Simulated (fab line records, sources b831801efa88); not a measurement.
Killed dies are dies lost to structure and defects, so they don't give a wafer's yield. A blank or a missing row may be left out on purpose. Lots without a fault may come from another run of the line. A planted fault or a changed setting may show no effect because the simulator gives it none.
Which tool did it? | flow gf180mcu | 12 lots, 36 wafers sampled, at 5 steps of a route of 602

WHAT THE GAUGES READ, wafer by wafer
GF_PSD_RS_MEAS_15: measures by four-point-probe. Usual: PSD_RS 108.48 ohm/sq, standard deviation 0.27.
lot  | measured     | on            | PSD_RS (ohm/sq)      | flag
L779 | day 14 12:49 | film_metro-01 | 108.52 108.46 108.42 |
L782 | day 15 08:13 | film_metro-02 | 108.40 108.80 108.56 |
L783 | day 15 20:40 | film_metro-01 | 108.10 108.46 108.25 |
L786 | day 16 19:41 | film_metro-01 | 108.27 108.76 108.45 |
L787 | day 17 02:49 | film_metro-01 | 108.50 108.52 108.54 |
L788 | day 17 08:23 | film_metro-04 | 108.19 108.47 108.41 |
L789 | day 17 20:13 | film_metro-01 | 108.30 107.71 107.93 |
L796 | day 20 09:10 | film_metro-01 | 109.77 109.40 109.73 | OFF
L799 | day 21 04:43 | film_metro-04 | 108.65 108.85 108.62 |
L800 | day 21 14:02 | film_metro-02 | 108.46 108.40 108.49 |
L801 | day 22 10:07 | film_metro-01 | 108.65 108.56 108.93 |
L802 | day 22 13:26 | film_metro-02 | 108.60 108.20 108.31 |

WHICH TOOL RAN EACH LOT (tool, then ch and the chambers of the sampled wafers, then the start)
lot  | GF_HV_LDD_STRIP_22                   | GF_HV_LDD_RTA_52                 | GF_PSD_IMPLANT_09               | GF_PSD_STRIP_10
L779 | plasma_asher-01 ch 0,1, day 11 00:44 | rtp_anneal-01 ch 0, day 12 16:06 | implanter-04 ch 0, day 14 12:14 | plasma_asher-02 ch 0,1, day 14 12:23
L782 | plasma_asher-01 ch 0,1, day 11 18:17 | rtp_anneal-01 ch 0, day 13 10:55 | implanter-01 ch 0, day 15 07:40 | plasma_asher-02 ch 0,1, day 15 07:49
L783 | plasma_asher-01 ch 0,1, day 12 04:41 | rtp_anneal-02 ch 0, day 13 21:53 | implanter-02 ch 0, day 15 20:07 | plasma_asher-01 ch 0,1, day 15 20:14
L786 | plasma_asher-04 ch 0,1, day 13 01:38 | rtp_anneal-01 ch 0, day 14 20:10 | implanter-02 ch 0, day 16 19:08 | plasma_asher-01 ch 0,1, day 16 19:15
L787 | plasma_asher-04 ch 0,1, day 13 07:31 | rtp_anneal-02 ch 0, day 15 02:12 | implanter-01 ch 0, day 17 02:15 | plasma_asher-01 ch 0,1, day 17 02:24
L788 | plasma_asher-01 ch 0,1, day 13 12:17 | rtp_anneal-01 ch 0, day 15 07:05 | implanter-01 ch 0, day 17 07:50 | plasma_asher-02 ch 0,1, day 17 07:56
L789 | plasma_asher-04 ch 0,1, day 13 23:29 | rtp_anneal-01 ch 0, day 15 19:11 | implanter-02 ch 0, day 17 19:39 | plasma_asher-02 ch 0,1, day 17 19:48
L796 | plasma_asher-04 ch 0,1, day 16 06:43 | rtp_anneal-01 ch 0, day 18 04:46 | implanter-02 ch 0, day 20 08:37 | plasma_asher-02 ch 0,1, day 20 08:44
L799 | plasma_asher-01 ch 0,1, day 17 00:17 | rtp_anneal-01 ch 0, day 19 00:32 | implanter-01 ch 0, day 21 04:10 | plasma_asher-01 ch 0,1, day 21 04:19
L800 | plasma_asher-04 ch 1, day 17 09:09   | rtp_anneal-02 ch 0, day 19 09:43 | implanter-04 ch 0, day 21 13:26 | plasma_asher-01 ch 0,1, day 21 13:33
L801 | plasma_asher-01 ch 0,1, day 18 04:47 | rtp_anneal-01 ch 0, day 20 06:30 | implanter-04 ch 0, day 22 09:29 | plasma_asher-03 ch 0,1, day 22 09:38
L802 | plasma_asher-04 ch 0,1, day 18 08:09 | rtp_anneal-02 ch 0, day 20 09:57 | implanter-04 ch 0, day 22 12:52 | plasma_asher-01 ch 0,1, day 22 12:59
- GF_HV_LDD_STRIP_22: strips in O2/N2.
- GF_HV_LDD_RTA_52: time 10 s.
- GF_PSD_IMPLANT_09
- GF_PSD_STRIP_10: strips in O2/N2.

WHAT THE TOOLS THEMSELVES READ (means of the sampled wafers that have a number; where no wafer has one, the mark that the record gives instead)
GF_HV_LDD_STRIP_22. Usual: drypump_motor_current_A 5.8 A, standard deviation 0.44; heater_power_w 322 W, standard deviation 33; oes_product_au 0.715 a.u., standard deviation 0.0045; strip_time_to_endpoint_s 12.62 s, standard deviation 0.039.
lot  | tool            | drypump_motor_current_A (A) | heater_power_w (W) | oes_product_au (a.u.) | strip_time_to_endpoint_s (s) | flag
L779 | plasma_asher-01 | 6.3                         | 351                | 0.716                 | 12.58                        |
L782 | plasma_asher-01 | 6.3                         | 350                | 0.714                 | 12.62                        |
L783 | plasma_asher-01 | 6.3                         | 350                | 0.714                 | 12.55                        |
L786 | plasma_asher-04 | 5.4                         | 310                | 0.713                 | 12.64                        |
L787 | plasma_asher-04 | 5.4                         | 308                | 0.713                 | 12.58                        |
L788 | plasma_asher-01 | 6.3                         | 349                | 0.712                 | 12.57                        |
L789 | plasma_asher-04 | 5.4                         | 310                | 0.715                 | 12.56                        |
L796 | plasma_asher-04 | 5.6                         | 293                | 0.715                 | 12.61                        |
L799 | plasma_asher-01 | 6.0                         | 326                | 0.718                 | 12.62                        |
L800 | plasma_asher-04 | 5.8                         | 277                | 0.715                 | 12.61                        |
L801 | plasma_asher-01 | 6.3                         | 354                | 0.719                 | 12.63                        |
L802 | plasma_asher-04 | 5.4                         | 305                | 0.713                 | 12.61                        |

GF_HV_LDD_RTA_52. Usual: anneal_temp_c_max 1004.7, standard deviation 1.5; lamp_power_pct 32.1 %, standard deviation 2.4; wafer_temp_C_max 1004.0, standard deviation 1.2.
lot  | tool          | anneal_temp_c_max | lamp_power_pct (%) | wafer_temp_C_max | flag
L779 | rtp_anneal-01 | 1006.5            | 29.3               | 1005.2           |
L782 | rtp_anneal-01 | 1005.9            | 29.2               | 1004.3           |
L783 | rtp_anneal-02 | 1003.4            | 34.1               | 1003.6           |
L786 | rtp_anneal-01 | 1007.0            | 29.2               | 1004.3           |
L787 | rtp_anneal-02 | 1003.4            | 34.1               | 1003.0           |
L788 | rtp_anneal-01 | 1005.5            | 29.2               | 1005.5           |
L789 | rtp_anneal-01 | 1006.6            | 29.2               | 1003.8           |
L796 | rtp_anneal-01 | 1006.6            | 29.3               | 1005.7           |
L799 | rtp_anneal-01 | 1006.9            | 29.3               | 1004.9           |
L800 | rtp_anneal-02 | 1003.6            | 34.1               | 1004.5           |
L801 | rtp_anneal-01 | 1005.3            | 29.2               | 1004.6           |
L802 | rtp_anneal-02 | 1003.0            | 34.1               | 1002.7           |

GF_PSD_STRIP_10. Usual: drypump_motor_current_A 5.8 A, standard deviation 0.35; heater_power_w 344 W, standard deviation 29; oes_product_au 0.592 a.u., standard deviation 0.0047; strip_time_to_endpoint_s 16.53 s, standard deviation 0.04.
lot  | tool            | drypump_motor_current_A (A) | heater_power_w (W) | oes_product_au (a.u.) | strip_time_to_endpoint_s (s) | flag
L779 | plasma_asher-02 | 5.6                         | 364                | 0.593                 | 16.50                        |
L782 | plasma_asher-02 | 5.5                         | 367                | 0.589                 | 16.54                        |
L783 | plasma_asher-01 | 6.3                         | 352                | 0.589                 | 16.61                        |
L786 | plasma_asher-01 | 6.3                         | 350                | 0.589                 | 16.52                        |
L787 | plasma_asher-01 | 6.0                         | 330                | 0.589                 | 16.51                        |
L788 | plasma_asher-02 | 5.6                         | 340                | 0.592                 | 16.56                        |
L789 | plasma_asher-02 | 5.6                         | 356                | 0.594                 | 16.56                        |
L796 | plasma_asher-02 | 5.6                         | 342                | 0.595                 | 16.37                        | OFF
L799 | plasma_asher-01 | 6.1                         | 328                | 0.587                 | 16.50                        |
L800 | plasma_asher-01 | 6.3                         | 351                | 0.593                 | 16.48                        |
L801 | plasma_asher-03 | 5.7                         | 328                | 0.587                 | 16.53                        |
L802 | plasma_asher-01 | 6.0                         | 329                | 0.590                 | 16.51                        |

THE ANSWER, worked out from the rows above alone
Rule: a lot is off if the mean of its wafers that have a number lies more than 3 standard deviations from the usual mean. A lot without any number at a reading at which 4 lots or more have one is off too. The other lots that the step has rows for count as sound. The gauges are gone through in route order, then the tools' own readings, and for those a lot's mean is taken as printed above. The first step at which some lot is off is used, and at that step the reading that is off furthest; a lot without a number counts as furthest.
Off: L796, at GF_PSD_RS_MEAS_15 (PSD_RS).
A tool fits if, at a process step before that reading, it ran every lot that is off, and no sound lot after the first of them. The gauges at GF_PSD_RS_MEAS_15 aren't tried: what is off there is off at GF_PSD_STRIP_10 too, on other tools, and a gauge's error can't cause that. Can't be told from this: 2 tools fit, implanter-02 at GF_PSD_IMPLANT_09, plasma_asher-02 at GF_PSD_STRIP_10.

WHAT THE SIMULATOR HAD PUT IN
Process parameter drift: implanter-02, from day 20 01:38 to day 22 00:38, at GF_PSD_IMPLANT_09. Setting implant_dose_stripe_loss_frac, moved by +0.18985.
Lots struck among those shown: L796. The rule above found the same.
